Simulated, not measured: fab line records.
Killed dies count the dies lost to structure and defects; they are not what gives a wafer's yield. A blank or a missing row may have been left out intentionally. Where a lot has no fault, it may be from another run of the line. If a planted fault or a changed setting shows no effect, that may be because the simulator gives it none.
Chamber matching | flow sky130 | rie-diel-02 running SKY_METAL4_ETCH_17: 4 sister chambers
The step etches SiO2 in C4F8/O2/Ar, stops on TiN, time 3.9 s, target depth 15 nm. 8 wafers are shown with their chamber, then 10 later ones without.

WAFERS, EACH WITH ITS CHAMBER
wafer  | chamber | oes-product-au (a.u.) | bias-w (W)
L081.4 | 3       | 0.760                 | 1203
L081.6 | 2       | 0.765                 | 1199
L084.4 | 1       | 0.754                 | 1200
L084.6 | 2       | 0.762                 | 1199
L085.5 | 0       | 0.770                 | 1203
L085.6 | 1       | 0.762                 | 1200
L087.2 | 0       | 0.753                 | 1198
L087.4 | 3       | 0.747                 | 1196

WAFERS MISSING THEIR CHAMBER
wafer  | oes-product-au (a.u.) | bias-w (W)
L087.5 | 0.755                 | 1195
L088.1 | 0.751                 | 1202
L088.3 | 0.746                 | 1207
L088.4 | 0.765                 | 1206
L093.2 | 0.757                 | 1201
L093.5 | 0.753                 | 1204
L093.6 | 0.759                 | 1194
L097.2 | 0.741                 | 1210
L097.4 | 0.748                 | 1202
L097.6 | 0.756                 | 1205

CHAMBER TAKEN BY EACH
wafer  | from the rows above               | in truth
L087.5 | can't be placed: 3 or 2 or 1 or 0 | 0
L088.1 | can't be placed: 3 or 1 or 0 or 2 | 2
L088.3 | can't be placed: 3 or 1 or 0 or 2 | 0
L088.4 | can't be placed: 0 or 1 or 2 or 3 | 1
L093.2 | can't be placed: 1 or 0 or 3 or 2 | 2
L093.5 | can't be placed: 1 or 3 or 0 or 2 | 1
L093.6 | can't be placed: 2 or 3 or 1 or 0 | 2
L097.2 | can't be placed: 3 or 1 or 0 or 2 | 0
L097.4 | can't be placed: 3 or 1 or 0 or 2 | 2
L097.6 | can't be placed: 0 or 1 or 3 or 2 | 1
0 of 10 placed correctly. Cannot be placed on the basis of these rows: 10; the candidates contain the true chamber in 10. 0 placed wrongly.
How it was worked out, from the rows above alone: a wafer's distance from a chamber is the root of the sum, over the readings, of the square of ((its reading less the chamber's mean) divided by the reading's scatter). If the next closest chamber is less than 2 further off than the closest, the wafer can't be placed; otherwise it belongs to the closest. Each chamber's mean is taken over the wafers shown for it. The scatter is the square root of a quotient: the sum, over the shown wafers, of each reading's squared deviation from its chamber's mean, divided by wafers minus chambers.
